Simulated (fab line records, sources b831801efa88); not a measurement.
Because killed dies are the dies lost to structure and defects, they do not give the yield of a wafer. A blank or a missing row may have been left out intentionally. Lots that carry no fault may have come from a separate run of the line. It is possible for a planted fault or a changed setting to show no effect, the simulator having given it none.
fab line records | flow sky130
[record] lots = 12 wafers = 36 last-day = 50
route steps=708 shown VIA4@641 METAL5@675 PAD_OPEN@708
lots with no fault: from the same line, run without faults
start-h: the number of hours between the record's first day and the start of the first shown wafer of the lot | wait-h: how many hours have passed since the lot's step before this one | " identical to the entry in the row above | L1.1+2: a row that stands for several wafers | - either no value or no given start | * or withheld: withheld | < > ~ a bound
route shown NAME@n: a module of which the file shows steps, and the number in the route of the first | usual: mean/standard deviation taken from wafers without a fault | same: alike in all rows | chamber/n: place in a boat | sites: the reading at each site | _std_site: standard deviation of those values | _edge_site: inner sites' mean taken away from outer sites' mean | radius-mm: for every site, how far away it sits from the centre of the wafer | mask NAME#n: copy n | behind: the most recent tool/chamber to have shaped the wafer | hold: cause of the lot's hold/its duration in hours/its outcome | device: the transistor (n, p or np) that didn't switch | end of line: the tests these same wafers got at the end of their route | where a step has no rows: the recipe by itself | killed: the dies lost at the first sort to structure and to defects; this is not the yield of the wafer | map: per-die view of a wafer (x killed, . not killed, _ where there is no die)
set.NAME: the setting as run; set.NAME@STEP: as run at that earlier step | model.NAME: the simulator's own value behind a step, which no gauge read
the route's steps for a sample of lots (tables are steps, rows are wafers)
services: from which hour (start-h, from the record's first day; less than 0 if before it) a tool's chamber was out of use, for how many hours, and why
[[steps]]
[step SKY_VIA4_CMP_02]
[recipe] material = SiO2 down-force-psi = 4 platen-rpm = 60 pad-velocity-m-s = 0.94248
[usual] motor-current-A = 12.5/1.3 slurry-filter-dp-kPa = 13.51/0.15 slurry-flow-ml-min = 150.0/0.44
// columns lot.wafer tool chamber start-h wait-h motor-current-A slurry-filter-dp-kPa slurry-flow-ml-min
L281.4 cmp-02 0 973.27 0.2 11.7 13.64 150.5
L281.6 " 3 " " 13.1 13.51 150.2
L281.5 " 0 " " 11.7 13.87 150.5
L282.2 cmp-02 0 981.25 0.0 11.3 13.64 149.6
L282.4 " 1 " " 10.6 13.53 149.1
L282.6 " 1 " " 11.1 13.40 149.3
L285.3 cmp-02 2 1015.72 0.1 14.5 13.43 149.9
L285.1 " 3 " " 11.8 13.36 150.2
L285.6 " 0 " " 11.2 13.36 149.9
L287.2 cmp-02 1 1021.10 0.1 10.6 13.21 149.6
L287.3 " 2 " " 15.2 13.28 150.5
L287.6 " 0 " " 10.8 13.65 149.7
L289.3 cmp-01 0 1037.05 0.1 13.8 13.74 149.9
L289.1 " 2 " " 11.4 13.57 150.1
L289.6 " 3 " " 11.9 13.69 149.4
L290.3 cmp-01 3 1048.83 0.1 11.6 13.53 150.6
L290.1 " 0 " " 14.5 13.73 150.2
L290.6 " 2 " " 11.6 13.38 150.3
L291.1 cmp-02 3 1055.75 0.1 12.4 13.51 150.0
L291.5 " 2 " " 15.1 13.38 149.7
L291.6 " 3 " " 12.9 13.60 150.8
L293.1 cmp-01 2 1065.29 0.1 11.8 13.48 149.6
L293.4 " 1 " " 13.4 13.43 150.4
L293.6 " 2 " " 11.7 13.43 150.1
L294.4 cmp-02 2 1072.43 0.1 14.5 13.66 150.2
L294.5 " 1 " " 11.6 13.68 149.9
L294.6 " 2 " " 15.2 13.57 150.2
L295.3 cmp-01 0 1074.01 0.1 13.9 13.35 150.4
L295.1 " 2 " " 11.6 13.60 149.9
L295.6 " 3 " " 12.3 13.70 150.9
L297.1 cmp-01 2 1085.84 0.1 11.3 13.67 149.4
L297.3 " 1 " " 12.9 13.45 150.0
L297.6 " 3 " " 11.8 13.17 149.7
L301.1 cmp-01 2 1135.72 0.1 11.5 13.58 150.3
L301.3 " 3 " " 11.9 13.34 150.6
L301.5 " 1 " " 13.6 13.39 150.1
[step SKY_VIA4_ETCH_12]
[recipe] target = SiO2 chemistry = C4F8/O2/Ar stop-on = TiN mask-material = NOVOLAK source-w = 1500 bias-w = 1200 pressure-mtorr = 40 c4f8-flow-sccm = withheld O2_flow_sccm = 6 Ar_flow_sccm = 300 time-s = withheld target-depth-a = 5800
[usual] oes-product-au = 0.926/0.0049
// columns lot.wafer tool chamber start-h wait-h oes-product-au
L281.4 rie-diel-03 3 996.85 0.0 0.934
L281.5 " 1 " " 0.927
L281.6 " 0 " " 0.933
L282.2 rie-diel-04 2 1005.36 0.0 0.928
L282.4 " 1 " " 0.929
L282.6 " 3 " " 0.928
L285.1 rie-diel-03 3 1038.43 0.0 0.928
L285.3 " 0 " " 0.918
L285.6 " 0 " " 0.927
L287.2 rie-diel-04 1 1043.56 0.0 0.927
L287.3 " 0 " " 0.920
L287.6 " 2 " " 0.920
L289.1 rie-diel-03 1 1059.03 0.0 0.922
L289.3 " 0 " " 0.925
L289.6 " 0 " " 0.933
L290.1 rie-diel-03 3 1070.27 0.0 0.928
L290.3 " 1 " " 0.928
L290.6 " 3 " " 0.932
L291.1 rie-diel-01 1 1076.33 0.0 0.926
L291.5 " 3 " " 0.928
L291.6 " 0 " " 0.932
L293.1 rie-diel-01 1 1086.68 0.0 0.924
L293.4 " 2 " " 0.928
L293.6 " 1 " " 0.934
L294.4 rie-diel-03 2 1092.90 0.0 0.930
L294.5 " 1 " " 0.925
L294.6 " 2 " " 0.921
L295.1 rie-diel-01 2 1094.80 0.0 0.926
L295.3 " 0 " " 0.921
L295.6 " 0 " " 0.928
L297.1 rie-diel-04 3 1105.08 0.0 0.924
L297.3 " 1 " " 0.927
L297.6 " 3 " " 0.927
L301.1 rie-diel-03 1 1154.15 0.0 0.934
L301.3 " 2 " " 0.926
L301.5 " 3 " " 0.926
[step SKY_VIA4_STRIP_14]
[recipe] chemistry = post-etch-residue-remover time-s = 1200 temp-c = 72.5
[same] time-s = 1200
// columns lot.wafer tool chamber start-h wait-h
L281.4+5+6 wet-bench-04 2 997.02 0.0
L282.2+4+6 wet-bench-02 1 1005.54 0.1
L285.1+3+6 wet-bench-03 0 1038.60 0.1
L287.2+3+6 wet-bench-03 3 1043.74 0.1
L289.1+3+6 wet-bench-04 2 1059.20 0.1
L290.1+3+6 wet-bench-02 3 1070.44 0.1
L291.1+5+6 wet-bench-02 2 1076.50 0.1
L293.1+4+6 wet-bench-03 2 1086.85 0.1
L294.4+5+6 wet-bench-03 2 1093.29 0.3
L295.1+3+6 wet-bench-04 1 1095.00 0.1
L297.1+3+6 wet-bench-04 1 1105.25 0.1
L301.1+3+5 wet-bench-03 1 1154.32 0.1
[step SKY_METAL5_DESCUM_14]
[recipe] chemistry = O2 source-power-w = 150 bias-power-w = 0 pressure-mtorr = 10 temp-c = 40 time-s = 11
[usual] drypump-motor-current-A = 5.7/0.55 oes-product-au = 1.000/0.0095
[same] time-s = 11
// columns lot.wafer tool chamber start-h wait-h drypump-motor-current-A oes-product-au rf-hours-counter-h
L281.4 rie-metal-01 1 1021.63 0.1 5.5 0.989 -
L281.5 " 0 " " 6.1 1.007 -
L281.6 " 1 " " 5.5 0.990 -
L282.2 rie-metal-04 0 1029.92 0.1 5.0 1.002 -
L282.4 " 0 " " 5.0 1.007 -
L282.6 " 0 " " 5.0 1.013 -
L285.1 rie-metal-01 0 1061.66 0.1 6.2 1.009 22
L285.3 " 0 " " 6.1 0.996 -
L285.6 " 0 " " 6.1 1.003 -
L287.2 rie-metal-04 0 1066.46 0.1 5.0 1.004 23
L287.3 " 0 " " 5.0 1.009 -
L287.6 " 1 " " 5.2 0.988 -
L289.1 rie-metal-02 0 1081.31 0.1 6.5 1.011 21
L289.3 " 0 " " 6.5 1.004 -
L289.6 " 1 " " 5.8 1.007 -
L290.1 rie-metal-04 0 1092.21 0.1 4.9 1.012 25
L290.3 " 0 " " 5.0 1.006 -
L290.6 " 0 " " 4.9 1.004 -
L291.1 rie-metal-02 0 1097.81 0.1 6.5 1.023 22
L291.5 " 1 " " 5.8 0.994 -
L291.6 " 0 " " 6.5 1.019 -
L293.1 rie-metal-02 0 1108.56 0.1 6.4 1.001 23
L293.4 " 0 " " 6.5 1.017 -
L293.6 " 1 " " 5.8 0.989 -
L294.4 rie-metal-02 0 1114.27 0.1 6.5 1.009 -
L294.5 " 0 " " 6.5 1.006 -
L294.6 " 1 " " 5.8 0.991 -
L295.1 rie-metal-01 0 1116.16 0.1 6.1 1.009 26
L295.3 " 1 " " 5.5 0.977 -
L295.6 " 0 " " 6.1 1.008 -
L297.1 rie-metal-02 0 1125.56 0.1 6.5 1.009 25
L297.3 " 0 " " 6.5 1.008 -
L297.6 " 0 " " 6.5 1.009 -
L301.1 rie-metal-02 1 1171.86 0.1 5.8 0.988 4
L301.3 " 1 " " 5.8 0.997 -
L301.5 " 0 " " 6.5 1.007 -
[step SKY_PAD_OPEN_PROBE_99]
[usual] defect-limited-yield = 82.6/1.9 killed_at_M0_to_M3 = 43/7.3 killed_at_M4_up = 3.0/2 killed-at-contacts = 24/5.2 killed-at-front-end = 15/4.4 killed-at-other = 0.2/0.48 killed-dies = 86/9.1 killed-open = 47/7.3 killed-short = 38/6.4 sort_bin_3_pad_short = 0.8/0.38 sort_bin_5_function = 10.5/1.4 sort_bin_6_memory = 6.1/1.1 sort-n-pass = 406/9.1 sort-yield-pct = 82.6/1.9
[same] gross-dies = 492 killed-at-back-side = 0 sort_bin_4_leakage[%] = 0 sort_bin_8_speed[%] = 0
// columns lot.wafer tool chamber start-h wait-h defect-limited-yield[%] killed_at_M0_to_M3 killed_at_M4_up killed-at-contacts killed-at-front-end killed-at-other killed-dies killed-open killed-short sort_bin_3_pad_short[%] sort_bin_5_function[%] sort_bin_6_memory[%] sort-n-pass sort-yield-pct[%]
L281.4 prober-01 - 1068.74 0.2 82.7 36 9 27 13 0 85 46 39 0.6 12.2 4.5 407 82.7
L281.5 prober-01 - 1068.79 0.2 81.3 56 2 21 13 0 92 40 52 2.0 10.8 5.9 400 81.3
L281.6 prober-01 - 1068.84 0.2 86.4 28 4 26 9 0 67 42 25 1.0 6.5 6.1 425 86.4
L282.2 prober-02 - 1076.66 0.1 81.7 36 2 36 16 0 90 52 35 0.8 10.6 6.9 402 81.7
L282.4 prober-02 - 1076.76 0.2 80.5 50 3 29 12 2 96 61 33 0.8 11.4 7.3 396 80.5
L282.6 prober-02 - 1076.86 0.2 86.2 39 2 20 7 0 68 40 28 0.4 8.3 5.1 424 86.2
L285.1 prober-01 - 1105.25 0.1 83.1 46 2 16 19 0 83 51 32 1.0 9.6 6.3 409 83.1
L285.3 prober-01 - 1105.35 0.2 81.1 40 6 23 24 0 93 39 54 1.2 11.2 6.5 399 81.1
L285.6 prober-01 - 1105.50 0.2 81.7 45 3 20 22 0 90 46 44 0.4 10.4 7.5 402 81.7
L287.2 prober-01 - 1110.82 0.1 78.7 64 3 30 8 0 105 61 44 1.0 14.0 6.3 387 78.7
L287.3 prober-01 - 1110.87 0.2 81.9 46 3 25 14 1 89 45 44 1.0 11.2 5.9 403 81.9
L287.6 prober-01 - 1111.02 0.2 84.1 45 3 18 12 0 78 50 28 0.4 10.8 4.7 414 84.1
L289.1 prober-01 - 1123.57 0.1 81.7 46 1 26 16 1 90 50 40 0.8 11.4 6.1 402 81.7
L289.3 prober-01 - 1123.67 0.2 83.5 42 1 20 18 0 81 41 39 0.6 10.4 5.5 411 83.5
L289.6 prober-01 - 1123.82 0.2 80.9 46 2 25 21 0 94 45 49 1.0 12.4 5.7 398 80.9
L290.1 prober-02 - 1135.22 0.1 84.6 40 1 22 13 0 76 37 39 1.0 8.7 5.7 416 84.6
L290.3 prober-02 - 1135.32 0.2 82.3 42 3 21 21 0 87 45 42 0.8 10.4 6.5 405 82.3
L290.6 prober-02 - 1135.47 0.2 83.7 40 4 28 8 0 80 40 40 1.2 8.3 6.7 412 83.7
L291.1 prober-02 - 1139.42 0.1 83.7 37 6 18 19 0 80 36 44 1.4 8.5 6.3 412 83.7
L291.5 prober-02 - 1139.62 0.2 81.7 44 6 19 21 0 90 42 48 0.4 11.6 6.3 402 81.7
L291.6 prober-02 - 1139.67 0.2 83.7 54 2 11 13 0 80 37 43 0.8 10.4 5.1 412 83.7
L293.1 prober-01 - 1149.52 0.1 82.7 41 2 27 15 0 85 50 35 1.6 10.2 5.5 407 82.7
L293.4 prober-01 - 1149.67 0.2 82.5 32 4 28 22 0 86 39 47 0.6 10.8 6.1 406 82.5
L293.6 prober-01 - 1149.77 0.2 82.1 50 2 25 11 0 88 41 47 1.4 11.2 5.3 404 82.1
L294.4 prober-02 - 1154.96 0.2 79.9 46 2 27 24 0 99 57 42 1.2 11.4 7.5 393 79.9
L294.5 prober-02 - 1155.01 0.2 80.5 56 3 22 15 0 96 47 47 0.4 12.4 6.7 396 80.5
L294.6 prober-02 - 1155.06 0.2 80.7 42 2 28 23 0 95 55 39 0.4 11.6 7.3 397 80.7
L295.1 prober-01 - 1157.24 0.1 82.1 37 5 34 11 1 88 50 38 0.8 11.4 5.7 404 82.1
L295.3 prober-01 - 1157.34 0.2 82.1 42 3 25 18 0 88 45 43 0.8 9.3 7.7 404 82.1
L295.6 prober-01 - 1157.49 0.2 79.5 43 4 29 24 1 101 47 54 1.6 10.4 8.5 391 79.5
L297.1 prober-01 - 1166.04 0.1 80.7 51 4 26 14 0 95 53 42 0.2 12.8 6.3 397 80.7
L297.3 prober-01 - 1166.14 0.2 83.9 44 2 21 12 0 79 41 38 1.4 10.6 4.1 413 83.9
L297.6 prober-01 - 1166.29 0.2 82.1 44 0 19 24 1 88 52 36 0 10.4 7.5 404 82.1
L301.1 prober-01 - 1207.68 0.1 75.2 39 47 25 11 0 122 45 34 1.4 16.3 7.1 370 75.2
L301.3 prober-01 - 1207.78 0.2 72.2 43 44 28 22 0 137 60 37 2.4 17.5 7.9 355 72.2
L301.5 prober-01 - 1207.88 0.2 74.6 43 45 26 11 0 125 35 47 3.3 14.6 7.5 367 74.6
// killed by level:class
L281.4 CONTACT:geometric-particle:open=9 VIA3:geometric-particle:open=9 VIA2:geometric-particle:open=7 METAL4:geometric-particle:short=7 LI_CONTACT:geometric-particle:open=5 LOCAL_INTERCONNECT:geometric-particle:short=5 VIA1:geometric-particle:short=5 FIELD_ISO:geometric-particle:open=4
L281.5 VIA1:geometric-particle:open=10 VIA1:geometric-particle:short=8 FIELD_ISO:geometric-particle:short=7 METAL1:geometric-particle:short=7 METAL2:geometric-particle:short=7 VIA2:geometric-particle:open=7 VIA3:geometric-particle:open=7 CONTACT:geometric-particle:short=6
L281.6 CONTACT:geometric-particle:open=9 LI_CONTACT:geometric-particle:open=6 VIA1:geometric-particle:open=5 METAL2:geometric-particle:short=5 VIA3:geometric-particle:open=5 CONTACT:geometric-particle:short=4 VIA2:geometric-particle:open=4 FIELD_ISO:geometric-particle:open=3
L282.2 LI_CONTACT:geometric-particle:open=16 CONTACT:geometric-particle:open=10 VIA1:geometric-particle:open=7 VIA3:geometric-particle:open=7 FIELD_ISO:geometric-particle:short=4 FIELD_ISO:geometric-particle:open=4 LOCAL_INTERCONNECT:geometric-particle:short=4 VIA1:geometric-particle:short=4
L282.4 VIA1:geometric-particle:open=14 LI_CONTACT:geometric-particle:open=12 VIA3:geometric-particle:open=10 CONTACT:geometric-particle:open=7 VIA2:geometric-particle:open=7 FIELD_ISO:geometric-particle:open=5 VIA3:geometric-particle:short=5 LI_CONTACT:geometric-particle:short=4
L282.6 CONTACT:geometric-particle:open=10 VIA1:geometric-particle:open=10 VIA2:geometric-particle:open=8 LI_CONTACT:geometric-particle:open=5 VIA1:geometric-particle:short=5 METAL2:geometric-particle:short=5 VIA2:geometric-particle:short=4 CONTACT:geometric-particle:short=3
L285.1 VIA1:geometric-particle:open=15 VIA3:geometric-particle:open=12 CONTACT:geometric-particle:open=6 VIA2:geometric-particle:open=6 POLY_GATE:geometric-particle:short=5 SPACER:geometric-particle:open=5 LOCAL_INTERCONNECT:geometric-particle:short=4 VIA1:geometric-particle:short=4
L285.3 CONTACT:geometric-particle:open=7 METAL1:geometric-particle:short=7 FIELD_ISO:geometric-particle:short=6 POLY_GATE:geometric-particle:short=6 LI_CONTACT:geometric-particle:open=6 LOCAL_INTERCONNECT:geometric-particle:short=6 METAL2:geometric-particle:short=6 POLY_GATE:geometric-particle:open=5
L285.6 VIA1:geometric-particle:open=11 LI_CONTACT:geometric-particle:open=8 VIA3:geometric-particle:open=7 FIELD_ISO:geometric-particle:open=6 FIELD_ISO:geometric-particle:short=6 CONTACT:geometric-particle:short=6 METAL1:geometric-particle:short=6 METAL2:geometric-particle:short=6
L287.2 VIA1:geometric-particle:open=18 LI_CONTACT:geometric-particle:open=13 VIA1:geometric-particle:short=11 VIA2:geometric-particle:open=10 METAL1:geometric-particle:short=6 VIA2:geometric-particle:short=6 LOCAL_INTERCONNECT:geometric-particle:short=5 CONTACT:geometric-particle:open=5
L287.3 LOCAL_INTERCONNECT:geometric-particle:short=7 CONTACT:geometric-particle:open=7 METAL1:geometric-particle:short=7 VIA1:geometric-particle:open=7 FIELD_ISO:geometric-particle:open=6 VIA2:geometric-particle:open=6 VIA1:geometric-particle:short=5 VIA3:geometric-particle:open=5
L287.6 VIA1:geometric-particle:open=13 VIA3:geometric-particle:open=10 CONTACT:geometric-particle:open=8 VIA2:geometric-particle:open=6 POLY_GATE:geometric-particle:short=5 FIELD_ISO:geometric-particle:open=4 LI_CONTACT:geometric-particle:open=4 METAL1:geometric-particle:short=4
L289.1 VIA1:geometric-particle:open=14 CONTACT:geometric-particle:open=8 CONTACT:geometric-particle:short=7 VIA2:geometric-particle:short=7 LI_CONTACT:geometric-particle:open=6 VIA3:geometric-particle:open=6 VIA2:geometric-particle:open=5 FIELD_ISO:geometric-particle:short=4
L289.3 METAL2:geometric-particle:short=11 VIA1:geometric-particle:open=9 CONTACT:geometric-particle:open=8 FIELD_ISO:geometric-particle:open=6 FIELD_ISO:geometric-particle:short=5 VIA2:geometric-particle:open=5 LOCAL_INTERCONNECT:geometric-particle:short=4 VIA3:geometric-particle:short=4
L289.6 CONTACT:geometric-particle:open=13 VIA1:geometric-particle:open=8 VIA1:geometric-particle:short=8 VIA2:geometric-particle:short=6 VIA3:geometric-particle:open=6 FIELD_ISO:geometric-particle:short=5 POLY_GATE:geometric-particle:short=5 METAL1:geometric-particle:short=5
L290.1 CONTACT:geometric-particle:open=10 VIA1:geometric-particle:short=9 VIA3:geometric-particle:open=8 VIA1:geometric-particle:open=7 VIA2:geometric-particle:open=5 FIELD_ISO:geometric-particle:short=4 CONTACT:geometric-particle:short=4 LOCAL_INTERCONNECT:geometric-particle:short=3
L290.3 VIA1:geometric-particle:open=8 VIA2:geometric-particle:open=8 LI_CONTACT:geometric-particle:open=7 METAL1:geometric-particle:short=7 CONTACT:geometric-particle:open=6 FIELD_ISO:geometric-particle:open=5 METAL2:geometric-particle:short=5 SPACER:geometric-particle:open=5
L290.6 VIA1:geometric-particle:open=9 CONTACT:geometric-particle:short=7 CONTACT:geometric-particle:open=7 LI_CONTACT:geometric-particle:open=6 LOCAL_INTERCONNECT:geometric-particle:short=6 VIA3:geometric-particle:open=6 VIA1:geometric-particle:short=5 METAL2:geometric-particle:short=3
L291.1 VIA1:geometric-particle:open=8 FIELD_ISO:geometric-particle:short=6 POLY_GATE:geometric-particle:open=5 CONTACT:geometric-particle:open=5 METAL2:geometric-particle:short=5 FIELD_ISO:geometric-particle:open=4 LI_CONTACT:geometric-particle:short=4 LOCAL_INTERCONNECT:geometric-particle:short=4
L291.5 METAL2:geometric-particle:short=10 VIA1:geometric-particle:open=10 CONTACT:geometric-particle:open=6 METAL1:geometric-particle:short=6 FIELD_ISO:geometric-particle:open=5 POLY_GATE:geometric-particle:short=5 LOCAL_INTERCONNECT:geometric-particle:short=5 CONTACT:geometric-particle:short=5
L291.6 VIA1:geometric-particle:open=10 METAL1:geometric-particle:short=8 METAL2:geometric-particle:short=8 VIA2:geometric-particle:open=6 VIA3:geometric-particle:short=5 FIELD_ISO:geometric-particle:open=4 FIELD_ISO:geometric-particle:short=4 VIA2:geometric-particle:short=4
L293.1 VIA1:geometric-particle:open=14 CONTACT:geometric-particle:open=12 METAL1:geometric-particle:short=7 CONTACT:geometric-particle:short=5 FIELD_ISO:geometric-particle:open=4 VIA3:geometric-particle:open=4 POLY_GATE:geometric-particle:open=4 LI_CONTACT:geometric-particle:open=4
L293.4 CONTACT:geometric-particle:open=9 FIELD_ISO:geometric-particle:short=8 LOCAL_INTERCONNECT:geometric-particle:short=7 CONTACT:geometric-particle:short=6 METAL2:geometric-particle:short=6 FIELD_ISO:geometric-particle:open=5 POLY_GATE:geometric-particle:open=5 VIA1:geometric-particle:open=5
L293.6 VIA1:geometric-particle:open=9 CONTACT:geometric-particle:open=8 VIA2:geometric-particle:open=8 VIA3:geometric-particle:open=7 CONTACT:geometric-particle:short=5 LOCAL_INTERCONNECT:geometric-particle:short=5 METAL1:geometric-particle:short=5 FIELD_ISO:geometric-particle:short=4
L294.4 VIA1:geometric-particle:open=14 CONTACT:geometric-particle:open=12 POLY_GATE:geometric-particle:open=9 FIELD_ISO:geometric-particle:short=8 VIA1:geometric-particle:short=7 LOCAL_INTERCONNECT:geometric-particle:short=6 VIA2:geometric-particle:open=6 VIA3:geometric-particle:open=5
L294.5 VIA1:geometric-particle:open=11 METAL1:geometric-particle:short=11 CONTACT:geometric-particle:open=11 VIA2:geometric-particle:open=7 METAL2:geometric-particle:short=7 LI_CONTACT:geometric-particle:open=6 FIELD_ISO:geometric-particle:short=4 CONTACT:geometric-particle:short=4
L294.6 VIA1:geometric-particle:open=16 CONTACT:geometric-particle:open=14 LI_CONTACT:geometric-particle:open=8 METAL1:geometric-particle:short=8 FIELD_ISO:geometric-particle:short=7 FIELD_ISO:geometric-particle:open=5 POLY_GATE:geometric-particle:short=4 LOCAL_INTERCONNECT:geometric-particle:short=4
L295.1 CONTACT:geometric-particle:open=15 VIA2:geometric-particle:open=9 LI_CONTACT:geometric-particle:open=6 CONTACT:geometric-particle:short=6 VIA1:geometric-particle:open=6 VIA3:geometric-particle:short=5 POLY_GATE:geometric-particle:short=4 LOCAL_INTERCONNECT:geometric-particle:short=4
L295.3 VIA1:geometric-particle:open=11 VIA3:geometric-particle:open=9 CONTACT:geometric-particle:open=9 POLY_GATE:geometric-particle:short=6 VIA2:geometric-particle:open=6 FIELD_ISO:geometric-particle:short=5 LI_CONTACT:geometric-particle:open=5 LOCAL_INTERCONNECT:geometric-particle:short=4
L295.6 VIA1:geometric-particle:short=10 CONTACT:geometric-particle:open=8 FIELD_ISO:geometric-particle:open=7 LI_CONTACT:geometric-particle:open=7 FIELD_ISO:geometric-particle:short=6 LI_CONTACT:geometric-particle:short=6 VIA3:geometric-particle:open=5 METAL1:geometric-particle:short=5
L297.1 VIA1:geometric-particle:open=10 METAL2:geometric-particle:short=8 LI_CONTACT:geometric-particle:open=8 VIA1:geometric-particle:short=7 VIA2:geometric-particle:open=7 CONTACT:geometric-particle:open=7 LOCAL_INTERCONNECT:geometric-particle:short=6 FIELD_ISO:geometric-particle:open=5
L297.3 VIA1:geometric-particle:open=11 VIA2:geometric-particle:open=7 LI_CONTACT:geometric-particle:open=6 LOCAL_INTERCONNECT:geometric-particle:short=6 FIELD_ISO:geometric-particle:short=5 CONTACT:geometric-particle:open=5 METAL2:geometric-particle:short=5 VIA2:geometric-particle:short=5
L297.6 VIA1:geometric-particle:open=12 FIELD_ISO:geometric-particle:open=9 CONTACT:geometric-particle:open=9 VIA2:geometric-particle:open=7 METAL2:geometric-particle:short=6 VIA1:geometric-particle:short=5 LI_CONTACT:geometric-particle:open=5 FIELD_ISO:geometric-particle:short=3
L301.1 VIA4:unspecified=43 VIA1:geometric-particle:open=10 CONTACT:geometric-particle:open=10 LOCAL_INTERCONNECT:geometric-particle:short=6 VIA2:geometric-particle:open=6 LI_CONTACT:geometric-particle:open=5 VIA1:geometric-particle:short=5 FIELD_ISO:geometric-particle:short=4
L301.3 VIA4:unspecified=40 LI_CONTACT:geometric-particle:open=9 CONTACT:geometric-particle:open=9 VIA3:geometric-particle:open=8 VIA1:geometric-particle:open=7 POLY_GATE:geometric-particle:short=6 VIA2:geometric-particle:open=6 FIELD_ISO:geometric-particle:open=5
L301.5 VIA4:unspecified=42 CONTACT:geometric-particle:open=8 VIA1:geometric-particle:short=7 VIA3:geometric-particle:open=7 LI_CONTACT:geometric-particle:short=6 LOCAL_INTERCONNECT:geometric-particle:short=6 VIA1:geometric-particle:open=6 VIA2:geometric-particle:open=6
[[services]]
// columns tool chamber start-h hours kind
rie-diel-03 0 956.95 21.9 repair
cmp-01 - 962.84 2.2 repair
cmp-02 - 976.44 0.5 repair
rie-diel-03 0 998.09 6.0 repair
rie-diel-01 0 1001.44 8.8 repair
cmp-02 - 1007.81 5.9 pm
cmp-01 - 1027.87 0.6 repair
cmp-02 - 1037.68 2.7 repair
cmp-02 - 1059.04 1.5 repair
cmp-02 - 1067.79 4.0 pm
cmp-02 - 1068.87 0.7 repair
cmp-02 - 1071.79 - consumable-replace:conditioner
cmp-02 - 1071.79 - consumable-replace:pad
rie-diel-03 1 1074.56 10.7 repair
rie-metal-01 - 1085.39 1.4 pm
rie-diel-04 0 1101.59 8.6 repair
rie-diel-01 - 1102.41 0.7 repair
wet-bench-04 - 1117.19 12.0 repair
rie-metal-02 1 1121.53 - clean
rie-metal-02 1 1121.53 19.3 scheduled-down
rie-diel-04 3 1136.24 2.5 repair
rie-diel-01 3 1137.61 15.5 repair
cmp-01 - 1146.31 1.9 repair
rie-diel-04 3 1162.73 4.1 repair
[[key]]
[first-sign] step = SKY_PAD_OPEN_PROBE_99 reading = killed_at_M4_up direction = up sigmas = 21 usual = 3.0 struck = 45.3
[effect] step = SKY_PAD_OPEN_PROBE_99 reading = sort-n-pass direction = down sigmas = 4.7 usual = 406 struck = 364
met-at SKY_VIA4_STRIP_14
struck-lots L301
struck-wafers L301.1,L301.3,L301.5
not-acting-at SKY_VIA4_CMP_02,SKY_VIA4_ETCH_12,SKY_METAL5_DESCUM_14
also-fits time
[fault] kind = chamber-particle-source tool = wet-bench-03 chamber = 1 onset-h = 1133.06 steps = SKY_VIA4_STRIP_14 rate-per-visit-cm2 = 0.61204 end-h = 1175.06
